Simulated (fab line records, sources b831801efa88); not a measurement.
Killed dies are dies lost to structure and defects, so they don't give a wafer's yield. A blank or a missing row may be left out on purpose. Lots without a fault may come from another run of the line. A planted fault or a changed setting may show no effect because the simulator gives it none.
One fault seen from 2 desks | flow sky130 | each desk has only its own numbers; what lay behind them comes last

THE METROLOGY DESK
What the gauges read, lot by lot, whatever tool the lot ran on: means of the sampled wafers that have a number. A lot is out of limits, marked OUT, if its mean lies more than 4 standard deviations from the usual mean; the brackets give that distance.
Columns: A = FIELD_ISO_CVD_03_THK at SKY_FIELD_ISO_THK_MEAS_04, usual 164.9 nm; B = cd_nm at SKY_VT_ADJUST_HVTR_CD_MEAS_07, usual 378.8 nm
lot  | first seen here | A     | B
L596 | day 1 21:30     | 165.0 | 378.0
L595 | day 1 21:31     | 165.0 | 381.7
L597 | day 2 02:47     | 164.0 | 380.2
L598 | day 2 05:37     | 163.1 | 380.9
L599 | day 2 09:30     | 165.3 | 378.3
L600 | day 2 15:47     | 166.9 | 379.5
L601 | day 2 21:34     | 167.3 | 379.0
L602 | day 3 01:53     | 164.8 | 376.5
L607 | day 4 02:51     | 164.9 | 382.0
L614 | day 5 13:43     | 165.5 | 379.7
L615 | day 5 18:47     | 163.7 | 375.6
L616 | day 5 22:29     | 163.8 | 376.7
L617 | day 6 04:22     | 166.0 | 379.5
This desk's finding: nothing out of limits on any of the 13 lots.

THE TOOL OWNER'S DESK: litho_track-02
The tool's own readings at SKY_NWELL_DEVELOP_22 (develop time 60 s): means of the sampled wafers that have a number, for each lot that ran on this tool. A lot is out of limits, marked OUT, if its mean lies more than 4 standard deviations from the usual mean; the brackets give that distance.
Columns: A = developer_temp_C at SKY_NWELL_DEVELOP_22, usual 23.01 C; B = resist_line_temp_C at SKY_NWELL_DEVELOP_22, usual 23.00 C
lot  | first seen here | A               | B
L596 | day 5 14:00     | 22.93           | 23.01
L601 | day 6 19:00     | 22.93           | 22.99
L614 | day 10 04:00    | 25.28 (+19) OUT | 22.98
L616 | day 10 12:00    | 25.26 (+19) OUT | 23.11
This desk's finding: out of limits on L614, L616; first on L614, day 10 04:00 (developer_temp_C at SKY_NWELL_DEVELOP_22). In limits: L596, L601.

PUT TOGETHER
The tool owner's desk could have raised an alarm at day 10 04:00, on L614, L616.
The metrology desk saw nothing out of limits.
The metrology desk has L614, L616 on record, within its limits.
Of the lots named, all ran SKY_NWELL_DEVELOP_22 on litho_track-02.

WHAT THE SIMULATOR HAD PUT IN
Process parameter drift: litho_track-02, from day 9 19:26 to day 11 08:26, at SKY_NWELL_DEVELOP_22. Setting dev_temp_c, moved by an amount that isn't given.
Lots struck among those shown: L614, L616.
Hours from the fault's start to each desk's first reading out of limits: the tool owner's desk, 9.
